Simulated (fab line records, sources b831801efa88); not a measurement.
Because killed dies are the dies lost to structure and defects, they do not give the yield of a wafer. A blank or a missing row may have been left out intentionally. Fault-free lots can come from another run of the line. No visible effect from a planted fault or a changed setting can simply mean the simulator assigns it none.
fab line records ; flow sky130
record: lots: 13; wafers: 39; last-day: 50
route steps=708 shown METAL3@568 PAD_OPEN@708
lots with no fault: from the same line, run without faults
start-h: hours from the record's first day to the start of the lot's first wafer shown ; wait-h: time in hours since the lot's previous step ; " same as the row above ; L1.1+2: a single row standing in for several wafers ; - no value, or no start given ; * or withheld: withheld ; < > ~ a bound
route shown NAME@n: a module of which the file shows steps, and the number in the route of the first ; usual: mean/standard deviation taken from wafers without a fault ; same: alike in all rows ; chamber/n: place in a boat ; sites: the reading at each site ; _std_site: standard deviation of those values ; _edge_site: inner sites' mean taken away from outer sites' mean ; radius-mm: for every site, how far away it sits from the centre of the wafer ; mask NAME#n: copy n ; behind: tool/chamber where the wafer was last shaped ; hold: what put the lot on hold/how long, in hours/how the hold closed ; device: the transistor (n, p or np) that didn't switch ; end of line: at the end of the route, the tests of the same wafers ; a step without rows: its recipe alone ; killed: the dies lost at the first sort to structure and to defects; this is not the yield of the wafer ; map: a wafer's dies, marking killed ones x, the rest . and places with no die _
set.NAME: the setting as run; set.NAME@STEP: as run at that earlier step ; model.NAME: the simulator's own value behind a step, which no gauge read
the route's steps for a sample of lots (tables are steps, rows are wafers)
services: the hour from which a tool's chamber was out of use, counted from the record's first day as start-h (under 0 if before that day), plus the number of hours and why
== steps ==
step: SKY_METAL3_METAL_ETCH_18
recipe: target-depth-a: 8450; stop-on: SiO2; over-etch-frac: 0.3; time-s: 183.1; chemistry: Cl2/BCl3; resist-sidewall-deg: 88; pressure-mtorr: 10; icp-w: 900; bias-w: 48.5; Cl2_flow_sccm: 60; bcl3-flow-sccm: 30
usual: drypump-motor-current-A: 5.9/0.52; he-backside-leak-sccm: 3.29/0.27; oes-product-au: 0.864/0.0051; run-length-s: 211.7/0.95; throttle-valve-pct: 22.265/0.0089
same: over-etch-frac: 0.3
lot.wafer;tool;chamber;start-h;wait-h;drypump-motor-current-A;he-backside-leak-sccm;oes-product-au;rf-hours-counter-h;run-length-s;throttle-valve-pct
L630.2;rie-metal-03;0;897.91;0.0;6.0;3.23;0.864;6;211.2;22.268
L630.5;rie-metal-03;0;897.91;0.0;6.0;3.14;0.864;-;211.0;22.267
L630.6;rie-metal-03;1;897.91;0.0;5.1;3.66;0.862;-;211.5;22.270
L631.1;rie-metal-03;0;915.88;0.0;6.0;2.99;0.864;7;211.8;22.262
L631.2;rie-metal-03;1;915.88;0.0;5.1;3.11;0.867;12;211.7;22.252
L631.5;rie-metal-03;1;915.88;0.0;5.1;3.12;0.851;-;211.5;22.256
L633.1;rie-metal-01;0;920.18;0.0;6.5;3.32;0.860;18;211.0;22.271
L633.5;rie-metal-01;1;920.18;0.0;6.3;2.98;0.864;-;211.9;22.275
L633.6;rie-metal-01;0;920.18;0.0;6.5;3.13;0.866;-;210.8;22.266
L634.1;rie-metal-01;1;933.08;0.0;6.3;3.19;0.865;13;211.8;22.270
L634.4;rie-metal-01;1;933.08;0.0;6.4;3.17;0.872;-;212.0;22.267
L634.6;rie-metal-01;0;933.08;0.0;6.5;3.06;0.867;-;210.9;22.249
L635.1;rie-metal-04;1;934.66;0.0;5.2;3.23;0.863;5;211.2;22.257
L635.2;rie-metal-04;0;934.66;0.0;6.0;3.55;0.867;14;211.5;22.261
L635.3;rie-metal-04;0;934.66;0.0;6.0;3.44;0.866;-;211.2;22.269
L639.1;rie-metal-04;1;957.83;0.0;5.2;3.15;0.866;6;211.1;22.260
L639.2;rie-metal-04;0;957.83;0.0;6.0;3.90;0.788;16;244.8;22.264
L639.3;rie-metal-04;1;957.83;0.0;5.2;3.30;0.859;-;211.1;22.253
L640.1;rie-metal-04;1;970.71;0.0;5.2;3.23;0.864;7;211.1;22.263
L640.2;rie-metal-04;0;970.71;0.0;6.0;3.35;0.788;16;244.6;22.268
L640.6;rie-metal-04;0;970.71;0.0;6.0;3.48;0.781;-;244.7;22.264
L646.2;rie-metal-03;0;1036.63;0.0;6.0;3.33;0.859;12;211.3;22.265
L646.3;rie-metal-03;1;1036.63;0.0;5.1;3.41;0.865;-;211.5;22.271
L646.6;rie-metal-03;1;1036.63;0.0;5.1;3.50;0.865;-;211.6;22.265
L644.2;rie-metal-01;0;1038.56;0.0;6.5;3.13;0.848;24;210.9;22.273
L644.3;rie-metal-01;1;1038.56;0.0;6.3;3.07;0.861;-;212.5;22.256
L644.4;rie-metal-01;0;1038.56;0.0;6.5;3.16;0.861;-;211.0;22.274
L649.1;rie-metal-03;0;1038.80;0.0;6.0;3.17;0.859;13;211.2;22.267
L649.3;rie-metal-03;1;1038.80;0.0;5.1;3.14;0.872;-;211.6;22.267
L649.6;rie-metal-03;1;1038.80;0.0;5.1;3.05;0.859;-;211.2;22.262
L648.1;rie-metal-03;0;1039.71;0.0;6.0;3.12;0.868;13;211.2;22.270
L648.2;rie-metal-03;1;1039.71;0.0;5.1;3.37;0.877;18;211.4;22.263
L648.4;rie-metal-03;1;1039.71;0.0;5.1;3.46;0.866;-;211.3;22.271
L647.2;rie-metal-01;0;1039.83;0.0;6.5;3.30;0.862;24;210.9;22.256
L647.5;rie-metal-01;0;1039.83;0.0;6.5;3.25;0.859;-;210.9;22.267
L647.6;rie-metal-01;1;1039.83;0.0;6.3;3.32;0.865;-;212.5;22.277
L653.1;rie-metal-03;1;1049.46;0.0;5.1;3.37;0.861;18;211.3;22.281
L653.4;rie-metal-03;1;1049.46;0.0;5.1;3.36;0.876;-;211.5;22.256
L653.6;rie-metal-03;1;1049.46;0.0;5.1;3.11;0.858;-;211.5;22.282
step: SKY_METAL3_STRIP_19
recipe: chemistry: O2/N2; power-w: 1400; pressure-mtorr: 1500; platen-temp-c: withheld; o2-flow-sccm: 3000; n2-flow-sccm: 300; overash-fraction: 0.5
usual: drypump-motor-current-A: 5.67/0.27; n2-flow-sccm: 300.1/0.94; oes-product-au: 0.503/0.0054; strip-time-to-endpoint-s: 6.55/0.08
lot.wafer;tool;chamber;start-h;wait-h;drypump-motor-current-A;n2-flow-sccm;oes-product-au;rf-hours-counter-h;strip-time-to-endpoint-s
L630.2;plasma-asher-04;0;898.09;0.1;5.41;299.6;0.510;43;6.58
L630.5;plasma-asher-04;1;898.09;0.1;5.73;301.8;0.505;-;6.54
L630.6;plasma-asher-04;0;898.09;0.1;5.39;299.1;0.498;-;6.45
L631.1;plasma-asher-04;1;916.06;0.1;5.73;298.8;0.501;45;6.59
L631.2;plasma-asher-04;0;916.06;0.1;5.44;299.3;0.500;45;6.44
L631.5;plasma-asher-04;0;916.06;0.1;5.41;300.0;0.496;-;6.44
L633.1;plasma-asher-02;0;920.36;0.1;5.98;300.5;0.509;18;6.54
L633.5;plasma-asher-02;1;920.36;0.1;5.86;300.5;0.499;-;6.58
L633.6;plasma-asher-02;0;920.36;0.1;5.97;300.9;0.505;-;6.57
L634.1;plasma-asher-04;1;933.26;0.1;5.67;299.4;0.500;46;6.62
L634.4;plasma-asher-04;1;933.26;0.1;5.67;299.4;0.497;-;6.57
L634.6;plasma-asher-04;1;933.26;0.1;5.68;299.8;0.506;-;6.57
L635.1;plasma-asher-02;1;934.84;0.1;5.82;299.3;0.494;19;6.42
L635.2;plasma-asher-02;0;934.84;0.1;5.97;299.5;0.503;19;6.56
L635.3;plasma-asher-02;1;934.84;0.1;5.85;298.9;0.495;-;6.54
L639.1;plasma-asher-04;0;958.01;0.1;5.41;299.7;0.499;49;6.54
L639.2;plasma-asher-04;1;958.01;0.1;5.68;300.8;0.465;49;5.70
L639.3;plasma-asher-04;1;958.01;0.1;5.68;301.1;0.508;-;6.47
L640.1;plasma-asher-03;0;970.89;0.1;5.20;298.8;0.506;86;6.58
L640.2;plasma-asher-03;1;970.89;0.1;5.45;301.5;0.469;86;5.81
L640.6;plasma-asher-03;0;970.89;0.1;5.19;298.6;0.470;-;5.70
L646.2;plasma-asher-02;1;1036.81;0.1;5.86;299.1;0.506;30;6.74
L646.3;plasma-asher-02;1;1036.81;0.1;5.82;299.4;0.504;-;6.49
L646.6;plasma-asher-02;0;1036.81;0.1;5.95;299.5;0.510;-;6.49
L644.2;plasma-asher-02;1;1038.74;0.1;5.84;300.0;0.509;30;6.56
L644.3;plasma-asher-02;1;1038.74;0.1;5.82;298.9;0.507;-;6.63
L644.4;plasma-asher-02;0;1038.74;0.1;5.98;300.2;0.504;-;6.55
L649.1;plasma-asher-03;1;1038.98;0.1;5.44;299.7;0.507;93;6.70
L649.3;plasma-asher-03;1;1038.98;0.1;5.46;299.5;0.495;-;6.50
L649.6;plasma-asher-03;0;1038.98;0.1;5.18;301.5;0.505;-;6.57
L648.1;plasma-asher-03;0;1039.89;0.1;5.18;299.3;0.508;93;6.66
L648.2;plasma-asher-03;1;1039.89;0.1;5.45;300.7;0.498;93;6.49
L648.4;plasma-asher-03;0;1039.89;0.1;5.19;299.6;0.503;-;6.54
L647.2;plasma-asher-04;0;1040.01;0.1;5.42;300.0;0.494;56;6.50
L647.5;plasma-asher-04;1;1040.01;0.1;5.62;300.9;0.506;-;6.50
L647.6;plasma-asher-04;0;1040.01;0.1;5.43;299.4;0.503;-;6.52
L653.1;plasma-asher-02;0;1049.64;0.1;5.99;299.7;0.499;31;6.52
L653.4;plasma-asher-02;0;1049.64;0.1;5.98;299.2;0.499;-;6.52
L653.6;plasma-asher-02;0;1049.64;0.1;5.98;299.2;0.503;-;6.44
step: SKY_PAD_OPEN_PROBE_99
usual: defect-limited-yield: 82.3/2; killed_at_M0_to_M3: 44/7.9; killed_at_M4_up: 3.1/1.9; killed-at-contacts: 24/4.6; killed-at-front-end: 16/4.9; killed-at-other: 0.3/0.6; killed-dies: 87/9.7; killed-on-rim: 17/3.7; killed-open: 48/7.2; killed-short: 39/5.6; sort_bin_3_pad_short: 0.8/0.47; sort_bin_5_function: 10.4/1.5; sort_bin_6_memory: 6.5/1.1; sort-n-pass: 405/9.7; sort-yield-pct: 82.3/2
same: gross-dies: 492; killed-at-back-side: 0; sort_bin_4_leakage[%]: 0; sort_bin_8_speed[%]: 0
lot.wafer;tool;chamber;start-h;wait-h;defect-limited-yield[%];killed_at_M0_to_M3;killed_at_M4_up;killed-at-contacts;killed-at-front-end;killed-at-other;killed-dies;killed-on-rim;killed-open;killed-short;sort_bin_3_pad_short[%];sort_bin_5_function[%];sort_bin_6_memory[%];sort-n-pass;sort-yield-pct[%]
L631.1;prober-02;-;1086.62;0.1;79.5;55;2;25;19;0;101;29;50;51;1.2;12.4;6.9;391;79.5
L631.2;prober-02;-;1086.67;0.1;83.1;45;2;22;14;0;83;15;46;37;0.4;10.2;6.3;409;83.1
L631.5;prober-02;-;1086.82;0.2;80.5;52;4;26;14;0;96;20;48;48;0;12.0;7.5;396;80.5
L635.1;prober-01;-;1101.38;0.1;80.1;47;1;39;11;0;98;18;57;41;1.8;11.4;6.7;394;80.1
L635.2;prober-01;-;1101.43;0.1;84.8;39;3;19;14;0;75;10;41;34;0.2;8.5;6.5;417;84.8
L635.3;prober-01;-;1101.48;0.2;81.7;48;2;31;9;0;90;18;50;40;1.8;10.6;5.9;402;81.7
L639.1;prober-01;-;1118.75;0.1;81.5;54;2;25;10;0;91;21;56;35;0.8;8.9;8.7;401;81.5
L639.2;prober-01;-;1118.80;0.1;85.0;43;4;16;10;1;74;14;42;31;1.0;7.9;6.1;418;85.0
L639.3;prober-01;-;1118.85;0.2;80.5;50;4;21;21;0;96;17;54;41;1.0;9.8;8.7;396;80.5
L640.1;prober-02;-;1131.71;0.1;84.1;35;1;28;14;0;78;16;50;28;1.0;8.1;6.7;414;84.1
L640.2;prober-02;-;1131.76;0.1;81.7;55;4;14;17;0;90;14;45;45;1.0;11.6;5.7;402;81.7
L640.6;prober-02;-;1131.96;0.2;80.5;52;4;22;18;0;96;16;49;47;0.6;10.6;8.3;396;80.5
L646.2;prober-02;-;1185.84;0.1;85.0;30;1;26;16;1;74;12;38;35;0.8;7.3;6.9;418;85.0
L646.3;prober-02;-;1185.89;0.2;81.7;48;5;23;14;0;90;15;49;41;1.2;11.6;5.5;402;81.7
L646.6;prober-02;-;1186.04;0.2;79.3;55;0;30;17;0;102;19;53;49;1.0;13.2;6.5;390;79.3
L647.2;prober-02;-;1190.78;0.1;86.0;38;3;20;7;1;69;14;35;33;0.2;8.1;5.7;423;86.0
L647.5;prober-02;-;1190.93;0.2;83.3;55;0;16;11;0;82;18;44;38;1.2;10.2;5.3;410;83.3
L647.6;prober-02;-;1190.98;0.2;82.9;54;4;16;9;1;84;17;41;43;1.0;9.3;6.7;408;82.9
L653.1;prober-02;-;1193.83;0.1;80.1;46;4;28;18;2;98;23;56;41;0.4;12.6;6.9;394;80.1
L653.4;prober-02;-;1193.98;0.2;80.9;59;0;20;15;0;94;11;54;39;0.2;11.8;7.1;398;80.9
L653.6;prober-02;-;1194.08;0.2;85.4;32;2;22;16;0;72;15;37;35;1.0;8.1;5.5;420;85.4
killed by level:class
L631.1 VIA1:geometric-particle:open=13 CONTACT:geometric-particle:open=9 METAL1:geometric-particle:short=8 FIELD_ISO:geometric-particle:open=7 VIA2:geometric-particle:open=7 VIA3:geometric-particle:open=6 METAL2:geometric-particle:short=6 CONTACT:geometric-particle:short=5
L631.2 VIA1:geometric-particle:open=10 LI_CONTACT:geometric-particle:open=7 VIA2:geometric-particle:open=6 LOCAL_INTERCONNECT:geometric-particle:short=6 CONTACT:geometric-particle:open=6 VIA3:geometric-particle:open=5 METAL2:geometric-particle:short=5 FIELD_ISO:geometric-particle:short=4
L631.5 CONTACT:geometric-particle:open=11 VIA2:geometric-particle:short=10 VIA1:geometric-particle:open=9 METAL1:geometric-particle:short=6 VIA2:geometric-particle:open=6 LI_CONTACT:geometric-particle:open=5 LOCAL_INTERCONNECT:geometric-particle:short=5 VIA1:geometric-particle:short=4
L635.1 LI_CONTACT:geometric-particle:open=11 VIA1:geometric-particle:open=11 CONTACT:geometric-particle:short=8 CONTACT:geometric-particle:open=8 VIA3:geometric-particle:open=8 LI_CONTACT:geometric-particle:short=6 METAL2:geometric-particle:short=5 VIA2:geometric-particle:open=5
L635.2 VIA1:geometric-particle:open=10 CONTACT:geometric-particle:open=7 VIA3:geometric-particle:open=7 FIELD_ISO:geometric-particle:short=5 VIA2:geometric-particle:open=5 LOCAL_INTERCONNECT:geometric-particle:short=4 VIA1:geometric-particle:short=4 METAL3:geometric-particle:short=4
L635.3 CONTACT:geometric-particle:open=12 VIA1:geometric-particle:open=10 LI_CONTACT:geometric-particle:open=8 VIA2:geometric-particle:open=7 LI_CONTACT:geometric-particle:short=6 VIA1:geometric-particle:short=6 VIA3:geometric-particle:open=6 METAL3:geometric-particle:short=6
L639.1 VIA1:geometric-particle:open=14 LI_CONTACT:geometric-particle:open=9 CONTACT:geometric-particle:open=9 VIA2:geometric-particle:open=9 METAL2:geometric-particle:short=8 POLY_GATE:geometric-particle:short=5 CONTACT:geometric-particle:short=5 METAL1:geometric-particle:short=5
L639.2 VIA1:geometric-particle:open=11 VIA3:geometric-particle:open=7 CONTACT:geometric-particle:open=6 VIA1:geometric-particle:short=6 LOCAL_INTERCONNECT:geometric-particle:short=4 METAL2:geometric-particle:short=4 POLY_GATE:geometric-particle:open=3 LI_CONTACT:geometric-particle:open=3
L639.3 VIA1:geometric-particle:open=18 LI_CONTACT:geometric-particle:open=8 CONTACT:geometric-particle:open=7 VIA2:geometric-particle:open=7 POLY_GATE:geometric-particle:short=6 FIELD_ISO:geometric-particle:short=5 VIA3:geometric-particle:open=5 METAL2:geometric-particle:short=5
L640.1 VIA1:geometric-particle:open=11 CONTACT:geometric-particle:open=10 LI_CONTACT:geometric-particle:open=8 METAL1:geometric-particle:short=8 FIELD_ISO:geometric-particle:open=7 CONTACT:geometric-particle:short=4 VIA3:geometric-particle:open=4 SPACER:geometric-particle:open=3
L640.2 VIA1:geometric-particle:open=15 METAL1:geometric-particle:short=10 VIA2:geometric-particle:open=9 CONTACT:geometric-particle:open=6 METAL2:geometric-particle:short=5 FIELD_ISO:geometric-particle:open=4 VIA1:geometric-particle:short=4 VIA3:geometric-particle:short=4
L640.6 VIA1:geometric-particle:open=15 VIA3:geometric-particle:open=8 VIA2:geometric-particle:open=8 POLY_GATE:geometric-particle:short=7 VIA1:geometric-particle:short=6 LI_CONTACT:geometric-particle:short=5 CONTACT:geometric-particle:short=5 CONTACT:geometric-particle:open=5
L646.2 CONTACT:geometric-particle:open=7 LI_CONTACT:geometric-particle:open=6 CONTACT:geometric-particle:short=5 VIA2:geometric-particle:open=5 METAL3:geometric-particle:short=4 FIELD_ISO:geometric-particle:open=4 LI_CONTACT:geometric-particle:short=4 METAL1:geometric-particle:short=4
L646.3 VIA2:geometric-particle:open=11 VIA1:geometric-particle:open=10 VIA1:geometric-particle:short=8 CONTACT:geometric-particle:open=8 LI_CONTACT:geometric-particle:open=6 METAL2:geometric-particle:short=5 POLY_GATE:geometric-particle:short=5 METAL1:geometric-particle:short=5
L646.6 VIA1:geometric-particle:open=13 CONTACT:geometric-particle:open=11 METAL1:geometric-particle:short=9 CONTACT:geometric-particle:short=7 VIA3:geometric-particle:open=7 METAL2:geometric-particle:short=7 LOCAL_INTERCONNECT:geometric-particle:short=6 FIELD_ISO:geometric-particle:open=5
L647.2 VIA1:geometric-particle:open=11 LI_CONTACT:geometric-particle:open=7 VIA2:geometric-particle:open=7 CONTACT:geometric-particle:open=6 METAL1:geometric-particle:short=4 METAL2:geometric-particle:short=4 VIA3:geometric-particle:short=4 FIELD_ISO:geometric-particle:short=3
L647.5 METAL1:geometric-particle:short=8 VIA1:geometric-particle:open=8 VIA1:geometric-particle:short=7 VIA2:geometric-particle:open=7 METAL3:geometric-particle:short=6 CONTACT:geometric-particle:open=6 LI_CONTACT:geometric-particle:open=5 METAL1:geometric-particle:open=5
L647.6 VIA1:geometric-particle:open=14 METAL1:geometric-particle:short=9 METAL2:geometric-particle:short=6 CONTACT:geometric-particle:open=5 VIA2:geometric-particle:open=5 METAL4:geometric-particle:short=4 LI_CONTACT:geometric-particle:open=4 METAL3:geometric-particle:short=4
L653.1 VIA1:geometric-particle:open=14 CONTACT:geometric-particle:open=12 METAL2:geometric-particle:short=9 LI_CONTACT:geometric-particle:open=7 LOCAL_INTERCONNECT:geometric-particle:short=6 METAL1:geometric-particle:short=5 VIA2:geometric-particle:open=5 VIA3:geometric-particle:open=5
L653.4 VIA1:geometric-particle:open=22 VIA1:geometric-particle:short=9 VIA3:geometric-particle:open=7 CONTACT:geometric-particle:short=6 VIA2:geometric-particle:open=5 METAL2:geometric-particle:short=5 POLY_GATE:geometric-particle:short=4 LI_CONTACT:geometric-particle:open=4
L653.6 VIA1:geometric-particle:open=8 VIA3:geometric-particle:open=6 LOCAL_INTERCONNECT:geometric-particle:short=5 CONTACT:geometric-particle:short=5 METAL1:geometric-particle:short=5 LI_CONTACT:geometric-particle:open=4 CONTACT:geometric-particle:open=4 FIELD_ISO:geometric-particle:open=3
== services ==
tool;chamber;start-h;hours;kind
plasma-asher-02;-;897.87;4.4;repair
rie-metal-04;-;912.91;2.8;pm
rie-metal-01;1;948.92;1.2;repair
plasma-asher-04;-;958.72;2.8;pm
rie-metal-03;1;966.74;4.3;repair
plasma-asher-02;-;967.79;1.1;repair
plasma-asher-03;-;983.18;1.4;repair
rie-metal-01;-;994.27;1.4;pm
plasma-asher-04;-;1025.55;13.9;repair
rie-metal-01;0;1040.46;-;clean
rie-metal-01;0;1040.46;27.3;scheduled-down
rie-metal-01;0;1040.46;27.3;vent-cycle
== key ==
first-sign: step: SKY_METAL3_METAL_ETCH_18; reading: run-length-s; direction: up; sigmas: 35; usual: *; struck: *
effect: step: SKY_METAL3_METAL_ETCH_18; reading: oes-product-au; direction: down; sigmas: 15; usual: 0.864; struck: 0.786
effect: step: SKY_METAL3_STRIP_19; reading: strip-time-to-endpoint-s; direction: down; sigmas: 10; usual: *; struck: *
met-at SKY_METAL3_METAL_ETCH_18
struck-lots L639,L640
struck-wafers L639.2,L640.2,L640.6
onset-between 934.66 957.83
fault: kind: process-parameter-drift; tool: rie-metal-04; chamber: 0; onset-h: 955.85; steps: SKY_METAL3_METAL_ETCH_18; channel: time-s; offset: *; shape: step; end-h: 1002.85; acts-in: *; stated: *
